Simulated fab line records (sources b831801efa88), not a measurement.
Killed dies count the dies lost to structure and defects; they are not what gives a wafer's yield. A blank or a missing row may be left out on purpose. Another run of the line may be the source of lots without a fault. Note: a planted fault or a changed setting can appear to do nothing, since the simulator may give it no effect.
fab line records + flow sky130
record:
- lots: 6
- wafers: 18
- last_day: 50
route steps=708 shown VIA4@641 PAD_OPEN@708
lots that met no fault: taken from a fault-free run of the same line
start_h: hours from the record's opening day to when the first of the lot's shown wafers began + wait_h: hours since the lot's step before + " the same as in the row above + L1.1+2: one row covering several wafers at once + - no value, or no start was given + * or withheld: withheld + < > ~ a bound
route shown NAME@n: a module of which the file shows steps, and the number in the route of the first + usual: mean/standard deviation of fault-free wafers + same: alike in all rows + chamber/n: place in a boat + sites: each site's reading + _std_site: their standard deviation + _edge_site: mean of outer sites minus mean of inner sites + radius_mm: for every site, how far away it sits from the centre of the wafer + mask NAME#n: copy n + behind: the most recent tool/chamber to have shaped the wafer + hold: the reason the lot was held/the length of the hold in hours/how it ended + device: transistor that didn't switch, given as n, p or np + end of line: tests of these same wafers at the route's end + where a step has no rows: the recipe by itself + killed: not the wafer's yield, but the dies lost to structure and defects at the first sort + map: a wafer's dies, x killed, . not, _ none there
set.NAME: the setting the step ran with; set.NAME@STEP: the setting that earlier step ran with + model.NAME: the simulator's own value behind a step, which no gauge read
lots at selected steps of the route; one table per step, one row per wafer
services: the hour from which a tool's chamber was out of use, counted from the record's first day as start_h (under 0 if before that day), plus the number of hours and why
== steps ==
step: SKY_VIA4_CMP_02
recipe:
- material: SiO2
- down_force_psi: 4
- platen_rpm: 60
- pad_velocity_m_s: 0.94248
usual:
- motor_current_A: 12.0/0.92
| lot.wafer | tool   | chamber | start_h | wait_h | motor_current_A |
|-----------|--------|---------|---------|--------|-----------------|
| L869.2    | cmp-02 | 3       | 1007.72 | 0.1    | 11.5            |
| L869.4    | "      | 0       | "       | "      | 11.3            |
| L869.3    | "      | 1       | "       | "      | 12.5            |
| L870.2    | cmp-02 | 1       | 1015.39 | 0.0    | 12.4            |
| L870.3    | "      | 3       | "       | "      | 11.7            |
| L870.1    | "      | 0       | "       | "      | 11.2            |
| L878.3    | cmp-01 | 1       | 1087.56 | 0.1    | 10.3            |
| L878.1    | "      | 2       | "       | "      | 12.4            |
| L878.6    | "      | 3       | "       | "      | 13.5            |
| L885.2    | cmp-01 | 2       | 1102.92 | 0.1    | 12.0            |
| L885.3    | "      | 3       | "       | "      | 13.8            |
| L885.5    | "      | 1       | "       | "      | 10.4            |
| L886.4    | cmp-01 | 2       | 1114.31 | 0.1    | 11.4            |
| L886.3    | "      | 3       | "       | "      | 13.5            |
| L886.6    | "      | 2       | "       | "      | 11.2            |
| L888.1    | cmp-01 | 0       | 1121.42 | 0.1    | 11.7            |
| L888.3    | "      | 2       | "       | "      | 11.8            |
| L888.5    | "      | 3       | "       | "      | 13.7            |
step: SKY_VIA4_BOW_MEAS_03
recipe:
- mode: bow
usual:
- VIA4_BOW: 79/8.2
| lot.wafer | tool          | chamber | start_h | wait_h | VIA4_BOW[um] |
|-----------|---------------|---------|---------|--------|--------------|
| L869.2    | film_metro-01 | -       | 1007.99 | 0.2    | 78           |
| L869.3    | "             | -       | "       | "      | 85           |
| L869.4    | "             | -       | "       | "      | 75           |
| L870.1    | film_metro-01 | -       | 1015.69 | 0.1    | 80           |
| L870.2    | "             | -       | "       | "      | 78           |
| L870.3    | "             | -       | "       | "      | 59           |
| L878.1    | film_metro-04 | -       | 1087.76 | 0.1    | 80           |
| L878.3    | "             | -       | "       | "      | 98           |
| L878.6    | "             | -       | "       | "      | 86           |
| L885.2    | film_metro-04 | -       | 1103.19 | 0.2    | 84           |
| L885.3    | "             | -       | "       | "      | 91           |
| L885.5    | "             | -       | "       | "      | 80           |
| L886.3    | film_metro-04 | -       | 1114.66 | 0.2    | 80           |
| L886.4    | "             | -       | "       | "      | 67           |
| L886.6    | "             | -       | "       | "      | 69           |
| L888.1    | film_metro-01 | -       | 1121.67 | 0.2    | 84           |
| L888.3    | "             | -       | "       | "      | 86           |
| L888.5    | "             | -       | "       | "      | 72           |
step: SKY_VIA4_DEHYDRATE_04
recipe:
- temp_c: 200
- time_s: 60
step: SKY_VIA4_HMDS_05
recipe:
- prime_time_s: 60
- prime_temp_c: 120
step: SKY_VIA4_COAT_06
recipe:
- resist: NOVOLAK
- spin_rpm: 3000
- resist_thk_nm: 1140
step: SKY_VIA4_SOFTBAKE_07
recipe:
- temp_c: 90
- time_s: 60
- resist: NOVOLAK
step: SKY_VIA4_EXPOSE_08
recipe:
- mask_id: VIM4
- na: 0.6
- source_shape: conventional
- sigma_outer: 0.6
- polarization: unpolarized
- target_cd_nm: 800
- dose_mj: 132
step: SKY_VIA4_PEB_09
recipe:
- temp_c: withheld
- time_s: *
- resist: NOVOLAK
step: SKY_VIA4_DEVELOP_10
recipe:
- resist: NOVOLAK
- developer: TMAH
- develop_time_s: 60
- dev_temp_c: 23
step: SKY_VIA4_OVL_MEAS_11
usual:
- VIA4_OVL: -0.6/1.5
| lot.wafer | tool       | chamber | start_h | wait_h | VIA4_OVL[nm] |
|-----------|------------|---------|---------|--------|--------------|
| L869.2    | overlay-02 | -       | 1030.66 | 0.1    | -0.7         |
| L869.3    | "          | -       | "       | "      | -1.9         |
| L869.4    | "          | -       | "       | "      | -0.4         |
| L870.1    | overlay-02 | -       | 1038.91 | 0.1    | 0.9          |
| L870.2    | "          | -       | "       | "      | -0.2         |
| L870.3    | "          | -       | "       | "      | 0.1          |
| L878.1    | overlay-02 | -       | 1107.56 | 0.1    | -0.4         |
| L878.3    | "          | -       | "       | "      | 1.9          |
| L878.6    | "          | -       | "       | "      | 1.5          |
| L885.2    | overlay-01 | -       | 1122.14 | 0.1    | -2.3         |
| L885.3    | "          | -       | "       | "      | -1.6         |
| L885.5    | "          | -       | "       | "      | -1.6         |
| L886.3    | overlay-01 | -       | 1133.99 | 0.1    | -1.5         |
| L886.4    | "          | -       | "       | "      | 0.5          |
| L886.6    | "          | -       | "       | "      | -1.1         |
| L888.1    | overlay-01 | -       | 1141.28 | 0.1    | -1.2         |
| L888.3    | "          | -       | "       | "      | 0.0          |
| L888.5    | "          | -       | "       | "      | -0.6         |
step: SKY_VIA4_ETCH_12
recipe:
- target: SiO2
- chemistry: C4F8/O2/Ar
- stop_on: TiN
- mask_material: NOVOLAK
- source_w: 1500
- bias_w: 1200
- pressure_mtorr: 40
- c4f8_flow_sccm: withheld
- O2_flow_sccm: 6
- Ar_flow_sccm: 300
- time_s: withheld
- target_depth_a: 5800
usual:
- oes_product_au: 0.926/0.0047
| lot.wafer | tool        | chamber | start_h | wait_h | oes_product_au |
|-----------|-------------|---------|---------|--------|----------------|
| L869.2    | rie_diel-02 | 0       | 1030.69 | 0.0    | 0.922          |
| L869.3    | "           | 3       | "       | "      | 0.922          |
| L869.4    | "           | 2       | "       | "      | 0.920          |
| L870.1    | rie_diel-02 | 3       | 1038.94 | 0.0    | 0.921          |
| L870.2    | "           | 2       | "       | "      | 0.922          |
| L870.3    | "           | 1       | "       | "      | 0.928          |
| L878.1    | rie_diel-02 | 1       | 1107.60 | 0.0    | 0.925          |
| L878.3    | "           | 3       | "       | "      | 0.928          |
| L878.6    | "           | 0       | "       | "      | 0.922          |
| L885.2    | rie_diel-02 | 2       | 1122.17 | 0.0    | 0.930          |
| L885.3    | "           | 3       | "       | "      | 0.923          |
| L885.5    | "           | 1       | "       | "      | 0.925          |
| L886.3    | rie_diel-03 | 1       | 1134.02 | 0.0    | 0.930          |
| L886.4    | "           | 2       | "       | "      | 0.926          |
| L886.6    | "           | 3       | "       | "      | 0.925          |
| L888.1    | rie_diel-03 | 3       | 1141.32 | 0.0    | 0.934          |
| L888.3    | "           | 0       | "       | "      | 0.923          |
| L888.5    | "           | 3       | "       | "      | 0.930          |
step: SKY_VIA4_STRIP_13
recipe:
- chemistry: O2/N2
- power_w: 1400
- pressure_mtorr: 1500
- platen_temp_c: withheld
- o2_flow_sccm: 3000
- n2_flow_sccm: 300
- overash_fraction: 0.5
usual:
- chamber_pressure_mTorr: 1499.7/1.3
- drypump_motor_current_A: 5.7/0.55
- oes_product_au: 0.709/0.0047
- strip_time_to_endpoint_s: 12.811/0.027
| lot.wafer | tool            | chamber | start_h | wait_h | chamber_pressure_mTorr | drypump_motor_current_A | oes_product_au | rf_hours_counter_h | strip_time_to_endpoint_s |
|-----------|-----------------|---------|---------|--------|------------------------|-------------------------|----------------|--------------------|--------------------------|
| L869.2    | plasma_asher-01 | 1       | 1030.77 | -      | 1499.4                 | 5.2                     | 0.705          | 123                | 12.790                   |
| L869.3    | "               | 0       | "       | "      | 1498.1                 | 6.1                     | 0.696          | -                  | 12.813                   |
| L869.4    | "               | 1       | "       | "      | 1500.2                 | 5.2                     | 0.708          | -                  | 12.780                   |
| L870.1    | plasma_asher-03 | 0       | 1039.02 | -      | 1497.6                 | 5.2                     | 0.706          | 95                 | 12.849                   |
| L870.2    | "               | 1       | "       | "      | 1497.9                 | 6.3                     | 0.708          | 95                 | 12.792                   |
| L870.3    | "               | 0       | "       | "      | 1498.4                 | 5.2                     | 0.710          | -                  | 12.837                   |
| L878.1    | plasma_asher-03 | 1       | 1107.67 | -      | 1499.5                 | 6.3                     | 0.710          | 102                | 12.830                   |
| L878.3    | "               | 1       | "       | "      | 1501.2                 | 6.3                     | 0.710          | -                  | 12.769                   |
| L878.6    | "               | 1       | "       | "      | 1501.7                 | 6.3                     | 0.704          | -                  | 12.780                   |
| L885.2    | plasma_asher-03 | 0       | 1122.24 | -      | 1502.7                 | 5.2                     | 0.707          | 104                | 12.796                   |
| L885.3    | "               | 1       | "       | "      | 1499.1                 | 6.3                     | 0.709          | -                  | 12.779                   |
| L885.5    | "               | 1       | "       | "      | 1499.9                 | 6.3                     | 0.711          | -                  | 12.805                   |
| L886.3    | plasma_asher-02 | 1       | 1134.12 | -      | 1500.2                 | 6.5                     | 0.709          | -                  | 12.830                   |
| L886.4    | "               | 0       | "       | "      | 1500.1                 | 5.1                     | 0.715          | -                  | 12.775                   |
| L886.6    | "               | 1       | "       | "      | 1497.8                 | 6.5                     | 0.702          | -                  | 12.797                   |
| L888.1    | plasma_asher-01 | 0       | 1141.39 | -      | 1501.1                 | 6.1                     | 0.711          | 8                  | 12.816                   |
| L888.3    | "               | 1       | "       | "      | 1501.1                 | 5.2                     | 0.717          | -                  | 12.772                   |
| L888.5    | "               | 1       | "       | "      | 1498.3                 | 5.2                     | 0.705          | -                  | 12.832                   |
step: SKY_VIA4_STRIP_14
recipe:
- chemistry: post_etch_residue_remover
- time_s: 1200
- temp_c: 72.5
usual:
- bath_guard_temp_C: 72.2/0.76
- bath_heat_duty_pct: 14.6/1.7
| lot.wafer | tool         | chamber | start_h | wait_h | bath_guard_temp_C | bath_heat_duty_pct |
|-----------|--------------|---------|---------|--------|-------------------|--------------------|
| L869.2    | wet_bench-04 | 1       | 1030.87 | 0.1    | -                 | -                  |
| L869.3    | "            | 1       | "       | "      | -                 | -                  |
| L869.4    | "            | 1       | "       | "      | -                 | -                  |
| L870.1    | wet_bench-03 | 0       | 1039.12 | 0.1    | -                 | -                  |
| L870.2    | "            | 0       | "       | "      | -                 | -                  |
| L870.3    | "            | 0       | "       | "      | -                 | -                  |
| L878.1    | wet_bench-04 | 3       | 1107.77 | 0.1    | 71.7              | 13.5               |
| L878.3    | "            | 3       | "       | "      | 71.5              | 13.5               |
| L878.6    | "            | 3       | "       | "      | 71.5              | 14.2               |
| L885.2    | wet_bench-04 | 0       | 1122.34 | 0.1    | 71.6              | 14.3               |
| L885.3    | "            | 0       | "       | "      | 71.6              | 14.8               |
| L885.5    | "            | 0       | "       | "      | 71.5              | 14.6               |
| L886.3    | wet_bench-01 | 1       | 1134.19 | 0.0    | 72.3              | 12.8               |
| L886.4    | "            | 1       | "       | "      | 72.3              | 13.8               |
| L886.6    | "            | 1       | "       | "      | 72.5              | 13.7               |
| L888.1    | wet_bench-03 | 0       | 1141.49 | 0.1    | 73.4              | 16.7               |
| L888.3    | "            | 0       | "       | "      | 73.5              | 15.5               |
| L888.5    | "            | 0       | "       | "      | 73.4              | 15.1               |
step: SKY_VIA4_CLEAN_15
recipe:
- chemistry: IPA
- time_s: 180
- temp_c: 25
step: SKY_PAD_OPEN_PROBE_99
usual:
- defect_limited_yield: 82.7/2
- killed_at_M0_to_M3: 42/6.8
- killed_at_M4_up: 3.2/1.8
- killed_at_contacts: 25/5.4
- killed_at_front_end: 15/4.5
- killed_at_other: 0.3/0.56
- killed_dies: 85/9.7
- killed_open: 46/7.1
- killed_short: 39/6.5
- sort_bin_3_pad_short: 0.9/0.42
- sort_bin_5_function: 10.4/1.5
- sort_bin_6_memory: 6.1/1.1
- sort_n_pass: 407/9.7
- sort_yield_pct: 82.7/2
same:
- gross_dies: 492
- killed_at_back_side: 0
- sort_bin_4_leakage[%]: 0
- sort_bin_8_speed[%]: 0
| lot.wafer | tool      | chamber | start_h | wait_h | defect_limited_yield[%] | killed_at_M0_to_M3 | killed_at_M4_up | killed_at_contacts | killed_at_front_end | killed_at_other | killed_dies | killed_open | killed_short | sort_bin_3_pad_short[%] | sort_bin_5_function[%] | sort_bin_6_memory[%] | sort_n_pass | sort_yield_pct[%] | model.etest.via4_chain.rc_ohm |
|-----------|-----------|---------|---------|--------|-------------------------|--------------------|-----------------|--------------------|---------------------|-----------------|-------------|-------------|--------------|-------------------------|------------------------|----------------------|-------------|-------------------|-------------------------------|
| L869.2    | prober-01 | -       | 1098.83 | 0.1    | 84.6                    | 40                 | 3               | 26                 | 7                   | 0               | 76          | 44          | 31           | 1.6                     | 6.5                    | 7.3                  | 416         | 84.6              | 0.954                         |
| L869.3    | prober-01 | -       | 1098.88 | 0.2    | 82.9                    | 42                 | 5               | 24                 | 13                  | 0               | 84          | 37          | 47           | 0.8                     | 11.0                   | 5.3                  | 408         | 82.9              | 0.9419                        |
| L869.4    | prober-01 | -       | 1098.93 | 0.2    | 83.5                    | 39                 | 2               | 22                 | 17                  | 1               | 81          | 43          | 37           | 1.4                     | 9.3                    | 5.7                  | 411         | 83.5              | 0.9585                        |
| L870.1    | prober-02 | -       | 1107.19 | 0.1    | 81.9                    | 36                 | 3               | 35                 | 15                  | 0               | 89          | 59          | 29           | 0.8                     | 11.6                   | 5.7                  | 403         | 81.9              | 0.9725                        |
| L870.2    | prober-02 | -       | 1107.24 | 0.1    | 84.1                    | 27                 | 5               | 29                 | 17                  | 0               | 78          | 40          | 37           | 1.0                     | 10.0                   | 4.9                  | 414         | 84.1              | 0.9728                        |
| L870.3    | prober-02 | -       | 1107.29 | 0.2    | 83.1                    | 40                 | 5               | 26                 | 12                  | 0               | 83          | 44          | 39           | 1.0                     | 10.2                   | 5.7                  | 409         | 83.1              | 0.9281                        |
| L878.1    | prober-01 | -       | 1168.16 | 0.1    | 80.5                    | 41                 | 3               | 31                 | 21                  | 0               | 96          | 48          | 47           | 1.2                     | 11.8                   | 6.5                  | 396         | 80.5              | 0.789                         |
| L878.3    | prober-01 | -       | 1168.26 | 0.2    | 79.5                    | 52                 | 4               | 25                 | 20                  | 0               | 101         | 56          | 45           | 0.6                     | 12.8                   | 7.1                  | 391         | 79.5              | 0.8027                        |
| L878.6    | prober-01 | -       | 1168.41 | 0.2    | 81.1                    | 40                 | 1               | 25                 | 27                  | 0               | 93          | 55          | 37           | 1.6                     | 11.4                   | 5.9                  | 399         | 81.1              | 0.8076                        |
| L885.2    | prober-01 | -       | 1181.47 | 0.1    | 85.0                    | 39                 | 1               | 22                 | 12                  | 0               | 74          | 43          | 31           | 0.2                     | 10.2                   | 4.7                  | 418         | 85.0              | 0.7816                        |
| L885.3    | prober-01 | -       | 1181.52 | 0.2    | 82.1                    | 43                 | 3               | 27                 | 15                  | 0               | 88          | 47          | 41           | 0.8                     | 11.0                   | 6.1                  | 404         | 82.1              | 0.8191                        |
| L885.5    | prober-01 | -       | 1181.62 | 0.2    | 83.3                    | 37                 | 3               | 20                 | 21                  | 1               | 82          | 49          | 33           | 0.8                     | 11.4                   | 4.5                  | 410         | 83.3              | 0.8147                        |
| L886.3    | prober-02 | -       | 1190.72 | 0.2    | 85.0                    | 33                 | 3               | 27                 | 11                  | 0               | 74          | 38          | 36           | 0.4                     | 8.7                    | 5.9                  | 418         | 85.0              | 0.7765                        |
| L886.4    | prober-02 | -       | 1190.77 | 0.2    | 81.7                    | 50                 | 1               | 26                 | 13                  | 0               | 90          | 45          | 45           | 1.4                     | 12.4                   | 4.5                  | 402         | 81.7              | 0.8036                        |
| L886.6    | prober-02 | -       | 1190.87 | 0.2    | 82.7                    | 47                 | 5               | 19                 | 13                  | 1               | 85          | 48          | 36           | 1.4                     | 9.8                    | 6.1                  | 407         | 82.7              | 0.7816                        |
| L888.1    | prober-01 | -       | 1197.39 | 0.1    | 82.5                    | 39                 | 3               | 28                 | 15                  | 1               | 86          | 42          | 42           | 0.4                     | 9.8                    | 7.3                  | 406         | 82.5              | 0.7801                        |
| L888.3    | prober-01 | -       | 1197.49 | 0.2    | 82.7                    | 40                 | 0               | 23                 | 18                  | 4               | 85          | 46          | 35           | 0.6                     | 11.6                   | 5.1                  | 407         | 82.7              | 0.781                         |
| L888.5    | prober-01 | -       | 1197.59 | 0.2    | 82.5                    | 43                 | 1               | 19                 | 23                  | 0               | 86          | 41          | 45           | 1.4                     | 10.6                   | 5.5                  | 406         | 82.5              | 0.7785                        |
killed by level:class
L869.2 VIA1:geometric_particle:open=11 LI_CONTACT:geometric_particle:open=9 CONTACT:geometric_particle:open=8 METAL2:geometric_particle:short=8 CONTACT:geometric_particle:short=6 VIA2:geometric_particle:open=5 VIA3:geometric_particle:open=5 METAL3:geometric_particle:short=3
L869.3 METAL2:geometric_particle:short=9 VIA1:geometric_particle:open=9 CONTACT:geometric_particle:open=8 LI_CONTACT:geometric_particle:open=6 METAL3:geometric_particle:short=5 POLY_GATE:geometric_particle:short=4 VIA3:geometric_particle:short=4 CONTACT:geometric_particle:short=4
L869.4 VIA1:geometric_particle:open=13 CONTACT:geometric_particle:open=10 FIELD_ISO:geometric_particle:short=6 VIA3:geometric_particle:short=5 CONTACT:geometric_particle:short=4 LI_CONTACT:geometric_particle:open=4 METAL1:geometric_particle:short=4 VIA1:geometric_particle:short=4
L870.1 CONTACT:geometric_particle:open=14 LI_CONTACT:geometric_particle:open=12 VIA1:geometric_particle:short=7 VIA1:geometric_particle:open=7 VIA2:geometric_particle:open=6 FIELD_ISO:geometric_particle:open=5 VIA3:geometric_particle:open=4 FIELD_ISO:geometric_particle:short=3
L870.2 CONTACT:geometric_particle:open=10 CONTACT:geometric_particle:short=7 VIA3:geometric_particle:open=7 LI_CONTACT:geometric_particle:open=6 POLY_GATE:geometric_particle:short=5 VIA1:geometric_particle:open=5 FIELD_ISO:geometric_particle:open=4 METAL1:geometric_particle:short=3
L870.3 CONTACT:geometric_particle:short=8 VIA1:geometric_particle:open=8 CONTACT:geometric_particle:open=7 VIA2:geometric_particle:open=7 LI_CONTACT:geometric_particle:open=6 METAL2:geometric_particle:short=5 VIA3:geometric_particle:open=4 LOCAL_INTERCONNECT:geometric_particle:short=4
L878.1 METAL1:geometric_particle:short=10 VIA2:geometric_particle:open=9 CONTACT:geometric_particle:open=8 LI_CONTACT:geometric_particle:open=8 LI_CONTACT:geometric_particle:short=8 FIELD_ISO:geometric_particle:open=6 FIELD_ISO:geometric_particle:short=5 POLY_GATE:geometric_particle:open=5
L878.3 VIA1:geometric_particle:open=16 CONTACT:geometric_particle:open=8 METAL2:geometric_particle:short=8 VIA3:geometric_particle:open=6 VIA2:geometric_particle:open=6 LI_CONTACT:geometric_particle:short=5 LI_CONTACT:geometric_particle:open=5 METAL1:geometric_particle:short=5
L878.6 CONTACT:geometric_particle:open=10 VIA1:geometric_particle:open=10 VIA2:geometric_particle:open=10 POLY_GATE:geometric_particle:open=8 POLY_GATE:geometric_particle:short=6 METAL2:geometric_particle:short=6 FIELD_ISO:geometric_particle:open=5 LI_CONTACT:geometric_particle:open=5
L885.2 CONTACT:geometric_particle:open=8 METAL1:geometric_particle:short=8 VIA1:geometric_particle:open=8 VIA2:geometric_particle:open=6 FIELD_ISO:geometric_particle:open=5 VIA3:geometric_particle:open=5 LI_CONTACT:geometric_particle:open=4 LOCAL_INTERCONNECT:geometric_particle:short=4
L885.3 CONTACT:geometric_particle:open=11 VIA1:geometric_particle:open=10 LI_CONTACT:geometric_particle:open=7 VIA1:geometric_particle:short=6 VIA2:geometric_particle:open=6 LOCAL_INTERCONNECT:geometric_particle:short=5 VIA3:geometric_particle:open=5 POLY_GATE:geometric_particle:short=4
L885.5 FIELD_ISO:geometric_particle:open=8 LI_CONTACT:geometric_particle:open=7 VIA1:geometric_particle:open=7 VIA3:geometric_particle:open=7 METAL1:geometric_particle:short=6 CONTACT:geometric_particle:open=6 VIA2:geometric_particle:open=6 POLY_GATE:geometric_particle:short=5
L886.3 LI_CONTACT:geometric_particle:open=8 CONTACT:geometric_particle:open=8 VIA3:geometric_particle:short=6 VIA1:geometric_particle:short=6 POLY_GATE:geometric_particle:open=5 LI_CONTACT:geometric_particle:short=5 VIA1:geometric_particle:open=5 FIELD_ISO:geometric_particle:open=4
L886.4 CONTACT:geometric_particle:open=14 VIA1:geometric_particle:open=10 METAL1:geometric_particle:short=8 METAL2:geometric_particle:short=6 METAL3:geometric_particle:short=6 VIA1:geometric_particle:short=5 VIA3:geometric_particle:open=5 FIELD_ISO:geometric_particle:short=4
L886.6 VIA3:geometric_particle:open=9 CONTACT:geometric_particle:open=7 VIA1:geometric_particle:open=7 VIA2:geometric_particle:open=5 METAL2:geometric_particle:short=5 VIA3:geometric_particle:short=5 FIELD_ISO:geometric_particle:short=3 POLY_GATE:geometric_particle:short=3
L888.1 LI_CONTACT:geometric_particle:open=10 CONTACT:geometric_particle:open=7 VIA1:geometric_particle:open=7 FIELD_ISO:geometric_particle:short=6 CONTACT:geometric_particle:short=6 METAL2:geometric_particle:short=5 VIA3:geometric_particle:open=5 POLY_GATE:geometric_particle:short=4
L888.3 VIA2:geometric_particle:open=9 VIA1:geometric_particle:open=9 CONTACT:geometric_particle:short=7 CONTACT:geometric_particle:open=7 POLY_GATE:geometric_particle:short=6 VIA3:geometric_particle:open=6 METAL2:geometric_particle:short=5 FIELD_ISO:geometric_particle:open=4
L888.5 POLY_GATE:geometric_particle:short=8 CONTACT:geometric_particle:open=7 METAL1:geometric_particle:short=7 VIA3:geometric_particle:open=7 VIA1:geometric_particle:open=6 VIA1:geometric_particle:short=5 FIELD_ISO:geometric_particle:short=4 FIELD_ISO:geometric_particle:open=4
== services ==
| tool            | chamber | start_h | hours | kind                           |
|-----------------|---------|---------|-------|--------------------------------|
| cmp-02          | -       | 1019.09 | 7.9   | pm                             |
| plasma_asher-01 | -       | 1055.25 | 9.0   | pm                             |
| plasma_asher-01 | 0       | 1055.25 | 9.0   | vent_cycle                     |
| plasma_asher-01 | 1       | 1055.25 | 9.0   | vent_cycle                     |
| rie_diel-03     | -       | 1055.76 | 4.3   | pm                             |
| plasma_asher-01 | 0       | 1064.25 | -     | clean                          |
| plasma_asher-01 | 1       | 1064.25 | -     | clean                          |
| cmp-01          | -       | 1073.35 | 2.8   | repair                         |
| cmp-02          | -       | 1073.41 | 5.5   | repair                         |
| cmp-02          | -       | 1078.04 | 6.3   | repair                         |
| cmp-02          | -       | 1084.33 | 4.0   | pm                             |
| cmp-02          | -       | 1088.33 | -     | consumable_replace:conditioner |
| rie_diel-02     | 3       | 1090.30 | 11.7  | repair                         |
| cmp-02          | -       | 1095.65 | 3.5   | pm                             |
| rie_diel-02     | -       | 1101.01 | 2.8   | repair                         |
| plasma_asher-02 | -       | 1105.18 | 4.0   | repair                         |
| cmp-02          | -       | 1122.79 | 0.3   | repair                         |
| cmp-02          | -       | 1123.13 | 3.0   | repair                         |
| plasma_asher-03 | -       | 1125.95 | 10.0  | pm                             |
| plasma_asher-02 | -       | 1126.70 | 1.7   | repair                         |
| cmp-01          | -       | 1127.02 | 0.5   | repair                         |
| rie_diel-02     | 2       | 1128.01 | 2.8   | repair                         |
| plasma_asher-02 | -       | 1136.43 | 5.6   | repair                         |
| cmp-02          | -       | 1138.27 | 0.5   | repair                         |
== key ==
first_sign:
- step: SKY_VIA4_STRIP_14
- reading: tool_record
- direction: missing
effect none on later readings
model_effect:
- step: SKY_PAD_OPEN_PROBE_99
- value: etest.via4_chain.rc_ohm
- without: 0.8057
- struck: 0.9546
met_at SKY_VIA4_STRIP_14
struck_wafers L869.2,L869.3,L869.4,L870.1,L870.2,L870.3
fault:
- kind: skipped_step_whole
- tool: wet_bench-03,wet_bench-04
- chamber: -
- onset_h: 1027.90
- steps: SKY_VIA4_STRIP_14
- scope: struck_lots_only
